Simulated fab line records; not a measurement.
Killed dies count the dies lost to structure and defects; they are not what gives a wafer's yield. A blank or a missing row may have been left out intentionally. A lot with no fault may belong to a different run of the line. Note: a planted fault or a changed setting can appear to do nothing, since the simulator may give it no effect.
A single fault, viewed from 2 desks + flow sky130 + each desk has only its own numbers; what lay behind them comes last

== THE METROLOGY DESK ==
What the gauges read, lot by lot, whatever tool the lot ran on: means of the sampled wafers that have a number. If a lot's mean is further than 4 standard deviations from the usual mean, the lot is out of limits and carries the mark OUT (the distance appears in the brackets).
Columns: A = VIA3_OVL at SKY_VIA3_OVL_MEAS_13, usual -3 nm
| lot  | first seen here | A   |
|------|-----------------|-----|
| L478 | day 39 14:46    | -1  |
| L479 | day 39 20:22    | 2   |
| L480 | day 40 07:52    | -4  |
| L483 | day 41 00:43    | -6  |
| L482 | day 41 00:46    | 0   |
| L481 | day 41 01:50    | -6  |
| L490 | day 43 09:10    | -10 |
| L492 | day 43 14:17    | 1   |
| L495 | day 44 12:41    | -3  |
| L496 | day 44 15:20    | 4   |
| L499 | day 45 03:58    | -6  |
| L501 | day 45 14:43    | -2  |
Result from this desk: across the 12 lots, nothing is out of limits.

== AT THE TOOL OWNER'S DESK: rie_diel-04 ==
The tool's own readings at SKY_VIA3_ETCH_15 (etches SiO2 in C4F8/O2/Ar, stops on TiN, target depth 507 nm, time 78 s): means of the sampled wafers that have a number, for each lot that ran on this tool. If a lot's mean is further than 4 standard deviations from the usual mean, the lot is out of limits and carries the mark OUT (the distance appears in the brackets).
Columns: A = oes_product_au at SKY_VIA3_ETCH_15, usual 0.945 a.u.
| lot  | first seen here | A               |
|------|-----------------|-----------------|
| L480 | day 40 07:56    | 0.948           |
| L482 | day 41 00:50    | 0.946           |
| L481 | day 41 01:54    | 0.946           |
| L490 | day 43 09:14    | 0.871 (-16) OUT |
| L492 | day 43 14:20    | 0.892 (-12) OUT |
Finding of this desk: L490, L492 out of limits; the first was L490 at day 43 09:14, on oes_product_au at SKY_VIA3_ETCH_15. L480, L482, L481: within limits.

== TAKEN TOGETHER ==
The tool owner's desk had the chance to raise an alarm at day 43 09:14 on L490, L492.
Metrology desk: nothing out of limits seen.
The metrology desk holds a record of L490, L492, inside its limits.
Every lot named ran SKY_VIA3_ETCH_15 on rie_diel-04.

== WHAT WAS PUT IN BY THE SIMULATOR ==
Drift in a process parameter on rie_diel-04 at SKY_VIA3_ETCH_15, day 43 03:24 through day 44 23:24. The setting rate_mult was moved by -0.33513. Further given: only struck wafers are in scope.
Struck lots among those shown: L490, L492.
Delay in hours, fault start to first out-of-limits reading, by desk: the tool owner's desk at 6.
